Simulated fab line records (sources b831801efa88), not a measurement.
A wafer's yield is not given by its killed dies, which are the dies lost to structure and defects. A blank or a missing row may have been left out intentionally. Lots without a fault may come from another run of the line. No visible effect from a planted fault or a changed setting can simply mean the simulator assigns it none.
Matching of chambers    flow gf180mcu    pecvd-01 running GF_V2_CVD_02: 3 sister chambers
The step deposits SiO2 from TEOS, target thk 850 nm, time 94.851 s. 6 wafers are shown with their chamber, then 7 later ones without.

== WAFERS, EACH WITH ITS CHAMBER ==
wafer   chamber  heater power w (W)
L080.4  1        689
L081.2  2        820
L081.3  0        494
L081.6  2        842
L084.1  1        678
L084.2  0        506

== WAFERS WITH NO CHAMBER GIVEN ==
wafer   heater power w (W)
L084.3  551
L087.2  658
L087.5  535
L087.6  860
L092.2  840
L092.4  668
L092.6  592

== WHICH CHAMBER EACH ONE RAN IN ==
wafer   from the rows above      in truth
L084.3  0                        0
L087.2  1                        1
L087.5  0                        0
L087.6  2                        2
L092.2  2                        2
L092.4  1                        1
L092.6  can't be placed: 1 or 0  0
6 of 7 placed correctly. Not placeable from these rows: 1 (in 1, the candidates include the true chamber). Number placed wrongly: 0.
How it was worked out, from the rows above alone: a wafer's distance from a chamber is the root of the sum, over the readings, of the square of ((its reading less the chamber's mean) divided by the reading's scatter). The wafer belongs to the nearest chamber; if the next one is less than 2 further off, it can't be placed. Each chamber's mean is taken over the wafers shown for it. How the scatter is found: for the shown wafers, subtract from each reading the mean of its chamber, square and add these, divide the total by (wafers less chambers), then take the root.
